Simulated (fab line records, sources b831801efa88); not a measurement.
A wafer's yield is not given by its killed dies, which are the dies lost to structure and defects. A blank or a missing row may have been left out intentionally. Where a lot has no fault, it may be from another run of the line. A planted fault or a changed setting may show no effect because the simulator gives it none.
What tool caused it?    flow gf180mcu    Sampling: 11 lots, 33 wafers, 6 of 602 route steps

WHAT THE GAUGES READ, wafer by wafer
GF_STI_THK_MEAS_04.
lot   measured     on             STI_CVD_03_THK (nm)
L731  day 1 13:34  film_metro-02  205.8 205.4 204.8
L733  day 1 23:34  film_metro-04  203.9 204.7 205.6
L734  day 2 05:37  film_metro-04  208.3 206.6 208.8
L735  day 2 11:08  film_metro-03  204.6 204.8 204.4
L741  day 3 15:34  film_metro-02  237.8 240.3 238.2
L746  day 4 17:08  film_metro-02  238.9 239.4 238.9
L749  day 5 07:55  film_metro-02  205.7 206.4 204.6
L750  day 5 12:59  film_metro-02  206.6 206.5 205.6
L751  day 5 18:24  film_metro-03  205.1 205.1 205.8
L752  day 5 22:34  film_metro-03  206.0 209.5 208.3
L754  day 6 09:03  film_metro-02  209.0 209.6 208.2

GF_DUAL_GATE_OVL_MEAS_11.
lot   measured      on          DUAL_GATE_OVL (nm)
L731  day 8 10:22   overlay-02  -1.4 -0.9 0.4
L733  day 8 22:29   overlay-01  -0.7 -0.6 -2.7
L734  day 9 08:25   overlay-01  1.2 0.9 0.7
L735  day 9 15:21   overlay-01  -0.3 -1.6 -1.1
L741  day 11 10:30  overlay-01  -2.2 -0.4 -0.1
L746  day 12 16:01  overlay-01  1.5 0.1 1.7
L749  day 13 11:28  overlay-01  -0.1 1.3 0.4
L750  day 13 20:09  overlay-02  -2.5 0.7 -2.9
L751  day 14 07:24  overlay-02  0.9 1.3 3.0
L752  day 14 12:40  overlay-02  -0.4 -3.1 -1.9
L754  day 15 01:02  overlay-02  -0.5 -0.1 -1.1

GF_M1_OVL_MEAS_15.
lot   measured      on          M1_OVL (nm)
L731  day 17 03:49  overlay-01  -2 6 1
L733  day 17 21:05  overlay-01  10 5 10
L734  day 18 10:23  overlay-01  6 6 9
L735  day 18 17:14  overlay-01  3 -7 -4
L741  day 21 07:43  overlay-01  -7 -5 -2
L746  day 22 20:41  overlay-01  6 0 -5
L749  day 23 14:40  overlay-02  2 -1 -3
L750  day 24 01:35  overlay-01  -1 -5 1
L751  day 24 10:49  overlay-01  -1 -4 -1
L752  day 24 15:23  overlay-01  2 3 -4
L754  day 25 05:38  overlay-01  -6 1 0

WHAT TOOL EACH LOT RAN ON (gives the tool, then ch and the chambers of the sampled wafers, and finally the start)
lot   GF_STI_CVD_03               GF_STI_ETCH_13                     GF_PSD_RTA_13
L731  lpcvd-01 ch 1, day 1 11:34  rie_diel-03 ch 0,1,2, day 2 01:20  rtp_anneal-02 ch 0, day 14 06:31
L733  lpcvd-02 ch 0, day 1 21:34  rie_diel-02 ch 1,2, day 2 11:11    rtp_anneal-01 ch 0, day 14 22:48
L734  lpcvd-01 ch 0, day 2 03:38  rie_diel-02 ch 0,1,2, day 2 17:31  rtp_anneal-02 ch 0, day 15 10:47
L735  lpcvd-02 ch 1, day 2 09:09  rie_diel-01 ch 0,2,3, day 2 23:38  rtp_anneal-02 ch 0, day 15 17:35
L741  lpcvd-01 ch 0, day 3 13:34  rie_diel-02 ch 0,1,2, day 4 05:22  rtp_anneal-02 ch 0, day 18 03:22
L746  lpcvd-01 ch 0, day 4 15:10  rie_diel-03 ch 1,2,3, day 5 07:47  rtp_anneal-02 ch 0, day 19 18:20
L749  lpcvd-02 ch 0, day 5 05:55  rie_diel-01 ch 0,1,2, day 5 21:43  rtp_anneal-01 ch 0, day 20 12:56
L750  lpcvd-02 ch 1, day 5 11:00  rie_diel-01 ch 0,1,2, day 6 03:50  rtp_anneal-01 ch 0, day 21 00:11
L751  lpcvd-02 ch 0, day 5 16:25  rie_diel-01 ch 0,1,3, day 6 09:38  rtp_anneal-02 ch 0, day 21 11:20
L752  lpcvd-02 ch 0, day 5 20:34  rie_diel-02 ch 1,2,3, day 6 13:47  rtp_anneal-02 ch 0, day 21 15:53
L754  lpcvd-02 ch 0, day 6 07:03  rie_diel-02 ch 0,1,3, day 7 00:28  rtp_anneal-02 ch 0, day 22 05:48
- GF_STI_CVD_03: deposits Si3N4 from DCS/NH3, target thk 207.16 nm, time 3551 s.
- GF_STI_ETCH_13: etches the open film in CHF3/O2, stops on Si, target depth 282.31 nm, time 112.9 s.
- GF_PSD_RTA_13: time 20 s.

AS READ BY THE TOOLS THEMSELVES (means over the sampled wafers that have a number; for cases with no such wafer, the mark the record gives instead)
GF_STI_CVD_03.
lot   tool      spike_tc_bottom_C (C)  spike_tc_centre_C (C)  spike_tc_lower_C (C)  spike_tc_top_C (C)  spike_tc_upper_C (C)  susceptor_temp_C (C)  zone_power_upper_pct (%)
L731  lpcvd-01  792.4                  768.8                  770.8                 783.9               767.2                 769.7                 12.0
L733  lpcvd-02  791.9                  768.4                  770.7                 779.8               768.4                 770.4                 15.3
L734  lpcvd-01  789.9                  769.3                  768.7                 784.4               769.1                 769.9                 13.6
L735  lpcvd-02  785.0                  770.1                  772.1                 786.0               768.5                 769.5                 12.0
L741  lpcvd-01  797.7                  776.9                  777.2                 791.8               775.5                 777.7                 13.6
L746  lpcvd-01  797.6                  776.8                  777.4                 790.6               776.3                 778.0                 13.7
L749  lpcvd-02  790.4                  768.5                  772.1                 780.1               769.3                 769.7                 15.4
L750  lpcvd-02  786.8                  770.9                  771.3                 786.1               769.2                 770.4                 11.9
L751  lpcvd-02  791.8                  768.7                  770.9                 782.1               769.0                 769.9                 15.2
L752  lpcvd-02  790.7                  769.1                  771.5                 780.6               769.6                 769.6                 15.2
L754  lpcvd-02  792.0                  769.4                  772.0                 780.3               767.5                 770.4                 15.3

GF_STI_ETCH_13.
lot   tool         chf3_flow_sccm (sccm)  drypump_motor_current_A (A)  oes_product_au (a.u.)  rf_fwd_power_W (W)  throttle_valve_pct (%)
L731  rie_diel-03  50.15                  5.6                          0.828                  595.3               8.804
L733  rie_diel-02  49.89                  5.4                          0.828                  597.7               8.813
L734  rie_diel-02  49.92                  5.8                          0.838                  595.5               8.810
L735  rie_diel-01  50.08                  5.9                          0.823                  595.4               8.803
L741  rie_diel-02  49.87                  5.9                          0.899                  597.2               8.831
L746  rie_diel-03  49.99                  5.3                          0.907                  597.0               8.827
L749  rie_diel-01  50.07                  5.9                          0.830                  596.8               8.808
L750  rie_diel-01  50.03                  5.9                          0.836                  598.5               8.804
L751  rie_diel-01  49.96                  5.7                          0.825                  596.7               8.807
L752  rie_diel-02  49.98                  5.4                          0.835                  596.2               8.809
L754  rie_diel-02  50.07                  5.7                          0.838                  595.3               8.807

GF_PSD_RTA_13.
lot   tool           anneal_temp_c_max  lamp_power_pct (%)  wafer_temp_C_max
L731  rtp_anneal-02  1029.0             35.4                1030.0
L733  rtp_anneal-01  1028.5             30.4                1030.7
L734  rtp_anneal-02  1028.6             35.4                1029.5
L735  rtp_anneal-02  1028.7             35.4                1029.1
L741  rtp_anneal-02  1028.6             35.4                1030.1
L746  rtp_anneal-02  1028.7             35.4                1029.5
L749  rtp_anneal-01  1029.5             30.4                1031.3
L750  rtp_anneal-01  1029.9             30.4                1029.8
L751  rtp_anneal-02  1029.1             35.4                1029.5
L752  rtp_anneal-02  1028.7             35.4                1030.1
L754  rtp_anneal-02  1028.5             35.4                1029.7

THE ANSWER, worked out from the rows above alone
Rule: the lots themselves supply what counts as usual. Put in order of their means at a reading, lots are off if they are a third of the lots or fewer, leave a main group of 4 or more, and stand apart from it by a gap of 3 or more times the standard deviation of the main group's means; of several such gaps the widest counts. The tables above print the reading to a certain number of digits; a main group whose means all agree to those digits is not used. Also off: a lot with no number at a reading for which 4 or more lots have one. Where the step has rows for the other lots, those lots are counted as sound. First the gauges in route order, then the tools' own readings, where a lot's mean is used as printed above. At the first step where some lot is off, the reading lying furthest off is the one used; lots without a number count as furthest.
Off: at GF_STI_THK_MEAS_04 (STI_CVD_03_THK), L741, L746. The main group: mean 206.3 nm, standard deviation 1.5.
If a tool, at a process step before that reading, ran all the lots that are off and no sound lot after the first of them, it fits. The gauges at GF_STI_THK_MEAS_04 aren't tried: what is off there is off at GF_STI_CVD_03 too, on other tools, and a gauge's error can't cause that. One candidate fits, namely lpcvd-01 at GF_STI_CVD_03. A fault onset in the window from L734 (day 2 03:38, its last sound lot) to L741 (day 3 13:34, its first lot off) fits.
The tool's own readings at GF_STI_CVD_03 bear it out: on the lots that are off they differ by more than 5 times the standard deviation of the sound lots' means. spike_tc_centre_C reads 776.8 C there against 769.2 C on the sound lots; spike_tc_lower_C reads 777.3 C there against 771.1 C on the sound lots; spike_tc_upper_C reads 775.9 C there against 768.6 C on the sound lots; susceptor_temp_C reads 777.9 C there against 769.9 C on the sound lots.

WHAT THE SIMULATOR HAD PUT IN
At GF_STI_CVD_03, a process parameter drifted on lpcvd-01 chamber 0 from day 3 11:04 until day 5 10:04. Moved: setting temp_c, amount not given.
Shown lots that were struck: L741, L746. This agrees with what the rule above found.
